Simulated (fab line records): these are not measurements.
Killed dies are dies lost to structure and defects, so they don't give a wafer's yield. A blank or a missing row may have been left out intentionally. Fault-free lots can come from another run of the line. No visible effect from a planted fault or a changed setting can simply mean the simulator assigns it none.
Problem report, 8D (eight disciplines) form, completed by code + flow sfqLine + the parts of the form that need people (team, actions taken, sign-off) are left out

1. WHAT WENT WRONG
At SFQ_TRILAYER_M5_ETCH_METAL_ETCH_126, oesProductAu averages 0.700 a.u. over 4 wafers from 2 lots, while fault-free wafers read 0.728 a.u., standard deviation 0.0062. Relative to the usual mean, that is a shift of -4.5 standard deviations.
The step: etches Nb in Cl2/BCl3, stops on SiO2, time 203.2 s, target depth 265 nm.
Seen first at day 51 16:08 on rieMetal-01, wafer L449.1. Wafers with a number at this step in the record: 18, from 6 lots. The rule behind "out" and "out of limits": a value lying over 4 standard deviations away from the usual mean. Any other wafer with a number is counted as sound.

2. WHAT IT IS; WHAT IT IS NOT
| question                    | is                             | is not                                                                         |
|-----------------------------|--------------------------------|--------------------------------------------------------------------------------|
| which readings at this step | oesProductAu                   | drypumpMotorCurrentA                                                           |
| which lots                  | L449, L450                     | L444, L447, L456, L457                                                         |
| which wafers of those lots  | L449.1, L449.3, L450.1, L450.6 | L449.5, L450.3                                                                 |
| read on which tools         | rieMetal-01                    | rieMetal-02, rieMetal-03                                                       |
| when                        | from day 51 16:08              | up to then (7 sound wafers); but 7 sound wafers of L450, L456, L457 came after |

3. THE SUSPECTS, EACH WITH WHAT RULES IT OUT
Counting: any tool at a process step up to the reading remains a suspect provided it ran every lot that is out. Sound lots after the first of them don't rule it out here, since some wafers of a struck lot are sound.
- rieMetal-01 at SFQ_TRILAYER_M5_BARC_OPEN_METAL_ETCH_161 (etches BARC in O2, target depth 125 nm, time 41.7 s): kept. It ran every lot that is out, first L449 (day 51 16:04); its last sound lot up to then is L447 (day 50 14:07).
- rieMetal-01 at SFQ_TRILAYER_M5_ETCH_METAL_ETCH_126 (etches Nb in Cl2/BCl3, stops on SiO2, time 203.2 s, target depth 265 nm): kept. It ran every lot that is out, first L449 (day 51 16:08); its last sound lot up to then is L447 (day 50 14:11). Out on those wafers are its own readings of oesProductAu.
- The sound lot-mates ran in chamber 0 of rieMetal-01 at SFQ_TRILAYER_M5_BARC_OPEN_METAL_ETCH_161, but the wafers that are out ran in chamber 1.
- The sound lot-mates ran in chamber 0 of rieMetal-01 at SFQ_TRILAYER_M5_ETCH_METAL_ETCH_126, but the wafers that are out ran in chamber 1.
What counting leaves: rieMetal-01 at SFQ_TRILAYER_M5_BARC_OPEN_METAL_ETCH_161 and rieMetal-01 at SFQ_TRILAYER_M5_ETCH_METAL_ETCH_126.

4. THE CAUSE (what the simulator had put in)
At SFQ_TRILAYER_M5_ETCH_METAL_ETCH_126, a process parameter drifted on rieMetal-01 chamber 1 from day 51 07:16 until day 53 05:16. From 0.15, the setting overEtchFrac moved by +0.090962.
Of the 2 suspects that counting leaves, this tool is one.

5. SEQUENCE OF EFFECTS, ordered by route
One row per reading whose mean, taken over the struck wafers that have a number, lies over 3 standard deviations from the usual. Readings are gone through only where the record gives a usual standard deviation; hours: the median, over the lots, of the time from a lot's start at the first step in this table giving one to that lot's start at this step; sigmas: the change measured in usual standard deviations.
| hours | step                                | reading      | usual      | on struck wafers | change | sigmas |
|-------|-------------------------------------|--------------|------------|------------------|--------|--------|
| 0     | SFQ_TRILAYER_M5_ETCH_METAL_ETCH_126 | oesProductAu | 0.728 a.u. | 0.700            | -0.028 | -4.5   |
It contains these process steps:
- SFQ_TRILAYER_M5_ETCH_METAL_ETCH_126: etches Nb in Cl2/BCl3, stops on SiO2, time 203.2 s, target depth 265 nm.

6. HOW IT WOULD HAVE BEEN CAUGHT EARLIER
9 hours passed between the start of the fault at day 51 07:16 and the first reading out of limits in this record, taken at day 51 16:08.
